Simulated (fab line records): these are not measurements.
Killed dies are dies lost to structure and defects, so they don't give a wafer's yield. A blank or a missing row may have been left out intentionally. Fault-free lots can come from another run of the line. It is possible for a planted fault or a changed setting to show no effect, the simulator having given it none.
fab line records ; flow sky130
record: lots: 14; wafers: 42; last_day: 50
route steps=708 shown SONOS_ONO@171 GATE_OXIDE@197 LDD_N@245 PAD_OPEN@708
lots untouched by any fault: they come from a run of this same line in which no faults occurred
start_h: hours from the record's opening day to when the first of the lot's shown wafers began ; wait_h: time in hours since the lot's previous step ; " identical to the entry in the row above ; L1.1+2: a single row standing in for several wafers ; - no value, or no start given ; * or withheld: withheld ; < > ~ a bound
route shown NAME@n: NAME is a module with steps in the file, n the number in the route of the first one ; usual: average and standard deviation across the fault-free wafers ; same: alike in all rows ; chamber/n: place in a boat ; sites: the reading at each site ; _std_site: the standard deviation of these ; _edge_site: inner sites' mean taken away from outer sites' mean ; radius_mm: how far each site lies from the wafer's centre ; mask NAME#n: copy n ; behind: the tool/chamber that last shaped the wafer ; hold: what put the lot on hold/how long, in hours/how the hold closed ; device: whichever transistor did not switch (one of n, p or np) ; end of line: tests run on the same wafers once the route is complete ; where a step has no rows: the recipe by itself ; killed: at the first sort, the dies lost to defects and structure; wafer yield is something else ; map: the dies of a wafer, with x for killed, . for not killed, _ for no die there
set.NAME: the run value of the setting; set.NAME@STEP: its run value at that earlier step ; model.NAME: the simulator's own value behind a step, which no gauge read
steps of the route over a sample of lots; a table a step, a row a wafer
services: the hour from which a tool's chamber was out of use, counted from the record's first day as start_h (under 0 if before that day), plus the number of hours and why
== steps ==
step: SKY_SONOS_ONO_THK_MEAS_03
recipe: reads: Si3N4_of_SONOS_ONO_CVD_02
usual: SONOS_ONO_CVD_02_THK: 10.48/0.15
lot.wafer;tool;chamber;start_h;wait_h;SONOS_ONO_CVD_02_THK[nm]
L746.2;film_metro-04;-;252.71;0.0;10.16
L746.4;film_metro-04;-;252.71;0.0;10.26
L746.5;film_metro-04;-;252.71;0.0;10.09
L747.1;film_metro-02;-;262.15;0.0;10.45
L747.2;film_metro-02;-;262.15;0.0;10.45
L747.3;film_metro-02;-;262.15;0.0;10.43
L749.1;film_metro-03;-;271.28;0.0;10.52
L749.2;film_metro-03;-;271.28;0.0;10.39
L749.5;film_metro-03;-;271.28;0.0;10.41
L750.3;film_metro-04;-;286.26;0.0;10.52
L750.5;film_metro-04;-;286.26;0.0;10.56
L750.6;film_metro-04;-;286.26;0.0;10.63
L751.1;film_metro-03;-;297.18;0.0;10.43
L751.3;film_metro-03;-;297.18;0.0;10.57
L751.4;film_metro-03;-;297.18;0.0;10.43
L753.2;film_metro-03;-;314.54;0.0;10.22
L753.4;film_metro-03;-;314.54;0.0;10.32
L753.5;film_metro-03;-;314.54;0.0;10.21
L754.1;film_metro-02;-;317.34;0.0;10.43
L754.2;film_metro-02;-;317.34;0.0;10.65
L754.4;film_metro-02;-;317.34;0.0;10.59
L755.2;film_metro-03;-;326.27;0.0;10.84
L755.4;film_metro-03;-;326.27;0.0;10.88
L755.6;film_metro-03;-;326.27;0.0;10.90
L756.4;film_metro-04;-;332.83;0.0;10.48
L756.5;film_metro-04;-;332.83;0.0;10.53
L756.6;film_metro-04;-;332.83;0.0;10.57
L761.1;film_metro-03;-;370.07;0.0;10.38
L761.3;film_metro-03;-;370.07;0.0;10.50
L761.6;film_metro-03;-;370.07;0.0;10.33
L762.1;film_metro-03;-;372.86;0.0;10.43
L762.2;film_metro-03;-;372.86;0.0;10.48
L762.5;film_metro-03;-;372.86;0.0;10.38
L763.2;film_metro-04;-;391.64;0.0;10.49
L763.4;film_metro-04;-;391.64;0.0;10.36
L763.5;film_metro-04;-;391.64;0.0;10.47
L766.3;film_metro-03;-;420.63;0.0;10.38
L766.4;film_metro-03;-;420.63;0.0;10.38
L766.6;film_metro-03;-;420.63;0.0;10.41
L769.2;film_metro-02;-;442.78;0.0;10.49
L769.5;film_metro-02;-;442.78;0.0;10.41
L769.6;film_metro-02;-;442.78;0.0;10.36
step: SKY_SONOS_ONO_THK_MEAS_05
recipe: reads: SiO2_of_SONOS_ONO_CVD_04
usual: SONOS_ONO_CVD_04_THK: 5.74/0.1
lot.wafer;tool;chamber;start_h;wait_h;SONOS_ONO_CVD_04_THK[nm]
L746.2;film_metro-02;-;254.02;0.0;5.81
L746.4;film_metro-02;-;254.02;0.0;5.78
L746.5;film_metro-02;-;254.02;0.0;5.75
L747.1;film_metro-02;-;263.46;0.0;5.63
L747.2;film_metro-02;-;263.46;0.0;5.73
L747.3;film_metro-02;-;263.46;0.0;5.76
L749.1;film_metro-03;-;272.59;0.0;5.83
L749.2;film_metro-03;-;272.59;0.0;5.82
L749.5;film_metro-03;-;272.59;0.0;5.81
L750.3;film_metro-04;-;287.57;0.0;5.69
L750.5;film_metro-04;-;287.57;0.0;5.74
L750.6;film_metro-04;-;287.57;0.0;5.66
L751.1;film_metro-04;-;298.49;0.0;5.53
L751.3;film_metro-04;-;298.49;0.0;5.54
L751.4;film_metro-04;-;298.49;0.0;5.59
L753.2;film_metro-04;-;315.85;0.0;5.70
L753.4;film_metro-04;-;315.85;0.0;5.75
L753.5;film_metro-04;-;315.85;0.0;5.75
L754.1;film_metro-04;-;318.65;0.0;5.72
L754.2;film_metro-04;-;318.65;0.0;5.72
L754.4;film_metro-04;-;318.65;0.0;5.66
L755.2;film_metro-03;-;327.58;0.0;5.85
L755.4;film_metro-03;-;327.58;0.0;5.83
L755.6;film_metro-03;-;327.58;0.0;5.86
L756.4;film_metro-04;-;359.00;0.0;5.80
L756.5;film_metro-04;-;359.00;0.0;5.90
L756.6;film_metro-04;-;359.00;0.0;5.83
L761.1;film_metro-02;-;371.38;0.0;5.74
L761.3;film_metro-02;-;371.38;0.0;5.84
L761.6;film_metro-02;-;371.38;0.0;5.76
L762.1;film_metro-02;-;374.17;0.0;5.75
L762.2;film_metro-02;-;374.17;0.0;5.70
L762.5;film_metro-02;-;374.17;0.0;5.74
L763.2;film_metro-02;-;393.57;0.0;5.85
L763.4;film_metro-02;-;393.57;0.0;5.78
L763.5;film_metro-02;-;393.57;0.0;5.85
L766.3;film_metro-03;-;422.56;0.0;5.64
L766.4;film_metro-03;-;422.56;0.0;5.62
L766.6;film_metro-03;-;422.56;0.0;5.67
L769.2;film_metro-04;-;444.09;0.0;5.80
L769.5;film_metro-04;-;444.09;0.0;5.68
L769.6;film_metro-04;-;444.09;0.0;5.62
step: SKY_GATE_OXIDE_OVL_MEAS_10
usual: GATE_OXIDE_OVL: -0.1/1.5
lot.wafer;tool;chamber;start_h;wait_h;GATE_OXIDE_OVL[nm]
L746.2;overlay-02;-;303.77;0.1;-2.8
L746.4;overlay-02;-;303.77;0.1;-2.2
L746.5;overlay-02;-;303.77;0.1;-2.8
L747.1;overlay-01;-;315.86;0.1;1.6
L747.2;overlay-01;-;315.86;0.1;2.3
L747.3;overlay-01;-;315.86;0.1;0.0
L749.1;overlay-02;-;325.60;0.1;-1.5
L749.2;overlay-02;-;325.60;0.1;-0.7
L749.5;overlay-02;-;325.60;0.1;1.0
L750.3;overlay-01;-;342.06;0.1;-1.0
L750.5;overlay-01;-;342.06;0.1;-0.5
L750.6;overlay-01;-;342.06;0.1;-1.8
L751.1;overlay-02;-;355.65;0.1;1.1
L751.3;overlay-02;-;355.65;0.1;2.1
L751.4;overlay-02;-;355.65;0.1;1.7
L753.2;overlay-01;-;371.66;0.1;0.1
L753.4;overlay-01;-;371.66;0.1;-0.9
L753.5;overlay-01;-;371.66;0.1;0.0
L754.1;overlay-01;-;377.26;0.1;1.3
L754.2;overlay-01;-;377.26;0.1;1.9
L754.4;overlay-01;-;377.26;0.1;0.4
L755.2;overlay-01;-;385.56;0.1;-0.5
L755.4;overlay-01;-;385.56;0.1;1.3
L755.6;overlay-01;-;385.56;0.1;-1.2
L756.4;overlay-02;-;420.62;0.1;0.2
L756.5;overlay-02;-;420.62;0.1;1.8
L756.6;overlay-02;-;420.62;0.1;0.0
L761.1;overlay-01;-;432.01;0.1;-1.4
L761.3;overlay-01;-;432.01;0.1;-2.5
L761.6;overlay-01;-;432.01;0.1;-2.5
L762.1;overlay-02;-;434.80;0.1;2.5
L762.2;overlay-02;-;434.80;0.1;4.4
L762.5;overlay-02;-;434.80;0.1;2.5
L763.2;overlay-01;-;458.01;0.1;1.7
L763.4;overlay-01;-;458.01;0.1;0.9
L763.5;overlay-01;-;458.01;0.1;0.5
L766.3;overlay-02;-;484.06;0.1;-0.8
L766.4;overlay-02;-;484.06;0.1;0.5
L766.6;overlay-02;-;484.06;0.1;-0.5
L769.2;overlay-01;-;506.76;0.1;1.1
L769.5;overlay-01;-;506.76;0.1;0.5
L769.6;overlay-01;-;506.76;0.1;1.0
step: SKY_LDD_N_IMPLANT_08
recipe: species: As; energy_kev: 20; dose_cm2: 7.5e+13; tilt_deg: withheld; rotation_deg: 23
usual: beam_on_s: 9.96/0.21; end_station_pressure_torr: 5.4e-06/2.8e-07; faraday_current_uA: 424/8.8
lot.wafer;tool;chamber;start_h;wait_h;beam_on_s;end_station_pressure_torr;faraday_current_uA
L746.2;implanter-01;0;392.96;0.0;9.96;5.74e-06;425
L746.4;implanter-01;0;392.96;0.0;9.97;5.45e-06;425
L746.5;implanter-01;0;392.96;0.0;9.59;5.64e-06;438
L747.1;implanter-04;0;407.14;0.0;9.90;5.24e-06;426
L747.2;implanter-04;0;407.14;0.0;9.74;5.11e-06;435
L747.3;implanter-04;0;407.14;0.0;9.87;5.37e-06;430
L749.1;implanter-03;0;423.29;0.0;10.02;5.26e-06;420
L749.2;implanter-03;0;423.29;0.0;10.01;5.84e-06;423
L749.5;implanter-03;0;423.29;0.0;10.18;5.27e-06;416
L750.3;implanter-04;0;437.99;0.1;9.80;4.89e-06;432
L750.5;implanter-04;0;437.99;0.1;9.78;5.66e-06;431
L750.6;implanter-04;0;437.99;0.1;10.00;5.6e-06;423
L751.1;implanter-04;0;453.34;0.0;9.80;5.93e-06;429
L751.3;implanter-04;0;453.34;0.0;9.86;5.45e-06;429
L751.4;implanter-04;0;453.34;0.0;9.91;5.44e-06;427
L753.2;implanter-03;0;468.97;0.0;10.21;5.32e-06;415
L753.4;implanter-03;0;468.97;0.0;10.16;5.47e-06;413
L753.5;implanter-03;0;468.97;0.0;9.74;5.28e-06;435
L754.1;implanter-04;0;474.99;0.0;9.68;5.4e-06;436
L754.2;implanter-04;0;474.99;0.0;9.91;5.08e-06;425
L754.4;implanter-04;0;474.99;0.0;10.08;5.49e-06;421
L755.2;implanter-04;0;485.91;0.0;10.48;5.18e-06;402
L755.4;implanter-04;0;485.91;0.0;9.89;5.82e-06;429
L755.6;implanter-04;0;485.91;0.0;9.64;5.25e-06;437
L756.4;implanter-03;0;523.92;0.1;9.67;5.63e-06;438
L756.5;implanter-03;0;523.92;0.1;9.89;5.29e-06;428
L756.6;implanter-03;0;523.92;0.1;10.01;5.06e-06;422
L761.1;implanter-03;0;533.53;0.0;11.04;7.997e-05;376
L761.3;implanter-03;0;533.53;0.0;11.58;7.677e-05;357
L761.6;implanter-03;0;533.53;0.0;11.33;7.742e-05;365
L762.1;implanter-03;0;539.39;0.0;11.07;7.94e-05;373
L762.2;implanter-03;0;539.39;0.0;11.35;7.271e-05;366
L762.5;implanter-03;0;539.39;0.0;11.39;7.954e-05;363
L763.2;implanter-03;0;557.46;0.0;11.22;8.104e-05;368
L763.4;implanter-03;0;557.46;0.0;11.45;7.25e-05;360
L763.5;implanter-03;0;557.46;0.0;10.89;7.628e-05;379
L766.3;implanter-04;0;586.03;0.1;10.04;5.12e-06;419
L766.4;implanter-04;0;586.03;0.1;9.83;4.99e-06;429
L766.6;implanter-04;0;586.03;0.1;9.85;5.23e-06;428
L769.2;implanter-04;0;601.62;0.0;9.49;5.5e-06;442
L769.5;implanter-04;0;601.62;0.0;10.26;5.27e-06;413
L769.6;implanter-04;0;601.62;0.0;9.85;4.79e-06;428
step: SKY_PAD_OPEN_PROBE_99
usual: killed_at_M0_to_M3: 43/6.7; killed_at_M4_up: 3.2/1.8; killed_at_contacts: 25/5.2; killed_at_front_end: 15/4.4; killed_at_other: 0.2/0.4; killed_dies: 87/9.3; killed_open: 48/7.1; killed_short: 39/6
same: gross_dies: 492; killed_at_back_side: 0
lot.wafer;tool;chamber;start_h;wait_h;killed_at_M0_to_M3;killed_at_M4_up;killed_at_contacts;killed_at_front_end;killed_at_other;killed_dies;killed_open;killed_short
L750.3;prober-01;-;1101.26;0.2;43;5;22;16;0;86;47;39
L750.5;prober-01;-;1101.36;0.2;48;2;23;10;0;83;45;38
L750.6;prober-01;-;1101.41;0.2;50;3;20;20;1;94;47;47
L753.2;prober-01;-;1120.23;0.1;55;6;24;10;0;95;45;50
L753.4;prober-01;-;1120.33;0.2;44;3;21;17;0;85;35;50
L753.5;prober-01;-;1120.38;0.2;36;3;23;17;0;79;40;39
L754.1;prober-01;-;1122.77;0.1;46;4;29;10;0;89;57;32
L754.2;prober-01;-;1122.82;0.1;40;5;26;17;0;88;54;34
L754.4;prober-01;-;1122.92;0.2;35;6;26;22;0;89;53;36
L755.2;prober-02;-;1142.08;0.1;48;5;26;19;0;98;61;37
L755.4;prober-02;-;1142.18;0.2;46;2;29;17;0;94;51;43
L755.6;prober-02;-;1142.28;0.2;46;2;26;22;1;97;53;44
L766.3;prober-01;-;1188.82;0.2;41;1;29;7;0;78;46;32
L766.4;prober-01;-;1188.87;0.2;45;1;31;13;1;91;48;43
L766.6;prober-01;-;1188.97;0.2;44;1;25;21;0;91;58;33
L769.2;prober-02;-;1201.47;0.1;56;1;28;13;0;98;59;39
L769.5;prober-02;-;1201.62;0.2;44;3;24;15;0;86;46;40
L769.6;prober-02;-;1201.67;0.2;41;1;29;18;0;89;52;37
killed by level:class
L750.3 VIA3:geometric_particle:open=9 VIA1:geometric_particle:open=9 CONTACT:geometric_particle:open=7 LOCAL_INTERCONNECT:geometric_particle:short=6 POLY_GATE:geometric_particle:short=5 LI_CONTACT:geometric_particle:open=5 METAL4:geometric_particle:short=5 VIA2:geometric_particle:short=5
L750.5 VIA1:geometric_particle:open=12 CONTACT:geometric_particle:open=7 VIA1:geometric_particle:short=7 VIA3:geometric_particle:open=7 VIA2:geometric_particle:open=6 LOCAL_INTERCONNECT:geometric_particle:short=5 CONTACT:geometric_particle:short=5 METAL2:geometric_particle:short=4
L750.6 VIA1:geometric_particle:open=10 VIA1:geometric_particle:short=8 VIA3:geometric_particle:open=8 POLY_GATE:geometric_particle:short=7 LI_CONTACT:geometric_particle:open=7 CONTACT:geometric_particle:open=6 METAL2:geometric_particle:short=5 POLY_GATE:geometric_particle:open=5
L753.2 VIA1:geometric_particle:open=11 VIA2:geometric_particle:open=9 VIA3:geometric_particle:short=7 METAL3:geometric_particle:short=7 LI_CONTACT:geometric_particle:open=6 CONTACT:geometric_particle:short=6 VIA3:geometric_particle:open=6 CONTACT:geometric_particle:open=5
L753.4 METAL2:geometric_particle:short=9 FIELD_ISO:geometric_particle:open=7 LI_CONTACT:geometric_particle:open=7 VIA1:geometric_particle:short=7 VIA2:geometric_particle:short=6 LOCAL_INTERCONNECT:geometric_particle:short=5 METAL1:geometric_particle:short=5 VIA1:geometric_particle:open=5
L753.5 CONTACT:geometric_particle:open=9 VIA3:geometric_particle:open=6 LOCAL_INTERCONNECT:geometric_particle:short=5 VIA2:geometric_particle:open=5 VIA2:geometric_particle:short=5 FIELD_ISO:geometric_particle:open=4 VIA1:geometric_particle:short=4 SPACER:geometric_particle:open=4
L754.1 LI_CONTACT:geometric_particle:open=15 CONTACT:geometric_particle:open=9 VIA3:geometric_particle:open=9 VIA1:geometric_particle:open=8 METAL2:geometric_particle:short=7 VIA2:geometric_particle:open=6 METAL1:geometric_particle:short=6 VIA2:geometric_particle:short=3
L754.2 CONTACT:geometric_particle:open=14 LI_CONTACT:geometric_particle:open=7 METAL1:geometric_particle:short=7 FIELD_ISO:geometric_particle:open=6 VIA2:geometric_particle:open=6 VIA1:geometric_particle:short=5 VIA1:geometric_particle:open=5 VIA3:geometric_particle:open=5
L754.4 VIA1:geometric_particle:open=12 CONTACT:geometric_particle:open=10 VIA3:geometric_particle:open=7 METAL2:geometric_particle:short=7 FIELD_ISO:geometric_particle:short=6 FIELD_ISO:geometric_particle:open=5 POLY_GATE:geometric_particle:short=5 LI_CONTACT:geometric_particle:open=5
L755.2 VIA1:geometric_particle:open=13 LI_CONTACT:geometric_particle:open=11 METAL1:geometric_particle:short=11 CONTACT:geometric_particle:open=8 VIA3:geometric_particle:open=6 POLY_GATE:geometric_particle:short=5 VIA2:geometric_particle:open=5 POLY_GATE:geometric_particle:open=4
L755.4 VIA1:geometric_particle:open=14 CONTACT:geometric_particle:short=11 CONTACT:geometric_particle:open=11 VIA1:geometric_particle:short=5 VIA3:geometric_particle:short=5 VIA3:geometric_particle:open=5 POLY_GATE:geometric_particle:open=4 LI_CONTACT:geometric_particle:open=4
L755.6 VIA1:geometric_particle:open=14 CONTACT:geometric_particle:open=11 VIA1:geometric_particle:short=7 METAL1:geometric_particle:short=7 VIA3:geometric_particle:open=7 POLY_GATE:geometric_particle:open=6 POLY_GATE:geometric_particle:short=6 LOCAL_INTERCONNECT:geometric_particle:short=6
L766.3 CONTACT:geometric_particle:open=10 VIA1:geometric_particle:open=10 VIA3:geometric_particle:open=9 CONTACT:geometric_particle:short=9 LI_CONTACT:geometric_particle:open=8 METAL1:geometric_particle:short=6 FIELD_ISO:geometric_particle:short=5 VIA2:geometric_particle:open=5
L766.4 CONTACT:geometric_particle:open=13 METAL1:geometric_particle:short=8 VIA2:geometric_particle:open=7 FIELD_ISO:geometric_particle:open=6 LI_CONTACT:geometric_particle:open=6 VIA1:geometric_particle:open=6 METAL3:geometric_particle:short=6 LOCAL_INTERCONNECT:geometric_particle:short=5
L766.6 CONTACT:geometric_particle:open=12 VIA1:geometric_particle:open=12 POLY_GATE:geometric_particle:open=6 VIA3:geometric_particle:open=6 LI_CONTACT:geometric_particle:open=5 VIA2:geometric_particle:open=5 FIELD_ISO:geometric_particle:open=4 CONTACT:geometric_particle:short=4
L769.2 VIA1:geometric_particle:open=15 LI_CONTACT:geometric_particle:open=9 CONTACT:geometric_particle:open=9 METAL2:geometric_particle:short=9 VIA2:geometric_particle:open=8 METAL1:geometric_particle:short=6 LI_CONTACT:geometric_particle:short=5 VIA1:geometric_particle:short=5
L769.5 VIA2:geometric_particle:open=9 METAL1:geometric_particle:short=7 FIELD_ISO:geometric_particle:short=6 LI_CONTACT:geometric_particle:open=6 VIA1:geometric_particle:open=6 CONTACT:geometric_particle:open=5 LOCAL_INTERCONNECT:geometric_particle:short=5 VIA3:geometric_particle:open=5
L769.6 CONTACT:geometric_particle:open=14 METAL1:geometric_particle:short=10 VIA2:geometric_particle:open=7 METAL2:geometric_particle:short=6 POLY_GATE:geometric_particle:open=6 VIA1:geometric_particle:open=6 LOCAL_INTERCONNECT:geometric_particle:short=4 LI_CONTACT:geometric_particle:short=4
== services ==
tool;chamber;start_h;hours;kind
implanter-04;-;371.76;2.8;repair
implanter-04;-;399.49;2.7;repair
implanter-03;-;406.04;3.6;pm
implanter-04;-;413.85;6.4;repair
implanter-01;-;419.73;4.5;pm
implanter-01;-;465.17;73.9;pm
implanter-03;-;488.34;6.5;pm
implanter-01;-;540.34;5.5;pm
implanter-01;-;551.15;106.0;repair
implanter-04;-;552.04;3.9;repair
implanter-03;-;571.60;5.9;repair
== key ==
first_sign: step: SKY_LDD_N_IMPLANT_08; reading: end_station_pressure_torr; direction: up; sigmas: 99+; usual: 5.4e-06; struck: 7.729e-05
effect: step: SKY_LDD_N_IMPLANT_08; reading: faraday_current_uA; direction: down; sigmas: 6.4; usual: 424; struck: 368
met_at SKY_LDD_N_IMPLANT_08
struck_lots L761,L762,L763
tester_left_out L761,L762,L763
not_acting_at SKY_SONOS_ONO_THK_MEAS_03,SKY_SONOS_ONO_THK_MEAS_05,SKY_GATE_OXIDE_OVL_MEAS_10
onset_between 523.92 533.53
fault: kind: process_parameter_drift; tool: implanter-03; chamber: -; onset_h: 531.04; steps: SKY_LDD_N_IMPLANT_08; channel: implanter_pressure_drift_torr; offset: 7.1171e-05; shape: step; end_h: 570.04
fault: kind: process_parameter_drift; tool: implanter-03; chamber: -; onset_h: 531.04; steps: SKY_LDD_N_IMPLANT_08; channel: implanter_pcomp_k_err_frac; offset: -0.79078; shape: step; end_h: 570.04
tester_left_out: of these lots the tester's yield and bins aren't shown, on N5 and GAA mostly nor the transistor test; their killed dies are dies lost to structure and defects alone, not to doping, threshold or leakage, so they don't give the yield
